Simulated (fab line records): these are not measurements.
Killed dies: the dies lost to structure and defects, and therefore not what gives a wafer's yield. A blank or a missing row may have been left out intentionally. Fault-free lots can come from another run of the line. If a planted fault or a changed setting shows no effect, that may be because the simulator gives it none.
Chamber matching | flow sky130 | SKY_VIA3_CMP_24 on cmp-01: 4 sister chambers
The step polishes, stops on SiO2, t overpolish 20 s, target thk 0 nm. 4 wafers are shown with their chamber, then 12 later ones without.

## WAFERS PAIRED WITH THEIR CHAMBERS
wafer  | chamber | motor_current_A (A)
L087.1 | 0       | 11.4
L088.3 | 3       | 11.7
L091.1 | 1       | 11.5
L091.5 | 2       | 11.2

## WAFERS WHOSE CHAMBER IS MISSING
wafer  | motor_current_A (A)
L092.3 | 11.8
L092.4 | 11.7
L092.5 | 12.0
L093.1 | 11.6
L093.3 | 10.4
L093.6 | 10.7
L094.1 | 11.6
L094.2 | 11.3
L094.3 | 11.7
L095.1 | 10.8
L095.4 | 10.6
L095.6 | 10.8

## EACH ONE'S CHAMBER
wafer  | from the rows above               | in truth
L092.3 | can't be placed: 3 or 1 or 0 or 2 | 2
L092.4 | can't be placed: 3 or 1 or 0 or 2 | 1
L092.5 | can't be placed: 3 or 1 or 0 or 2 | 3
L093.1 | can't be placed: 1 or 3 or 0 or 2 | 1
L093.3 | can't be placed: 2 or 0 or 1 or 3 | 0
L093.6 | can't be placed: 2 or 0 or 1 or 3 | 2
L094.1 | can't be placed: 1 or 3 or 0 or 2 | 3
L094.2 | can't be placed: 0 or 2 or 1 or 3 | 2
L094.3 | can't be placed: 3 or 1 or 0 or 2 | 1
L095.1 | can't be placed: 2 or 0 or 1 or 3 | 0
L095.4 | can't be placed: 2 or 0 or 1 or 3 | 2
L095.6 | can't be placed: 2 or 0 or 1 or 3 | 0
Correctly placed: 0 of 12. Unplaceable from these rows: 12, with the true chamber sitting among the candidates in 12. Placed wrongly: 0.
How it was worked out, from the rows above alone: a wafer's distance from a chamber is the root of the sum, over the readings, of the square of ((its reading less the chamber's mean) divided by the reading's scatter). The wafer belongs to the nearest chamber; if the next one is less than 2 further off, it can't be placed. For every chamber, the mean is computed from those of its wafers that are shown. The scatter: root of mean squared gap, hidden wafer to nearest shown wafer, with one shown wafer a chamber.
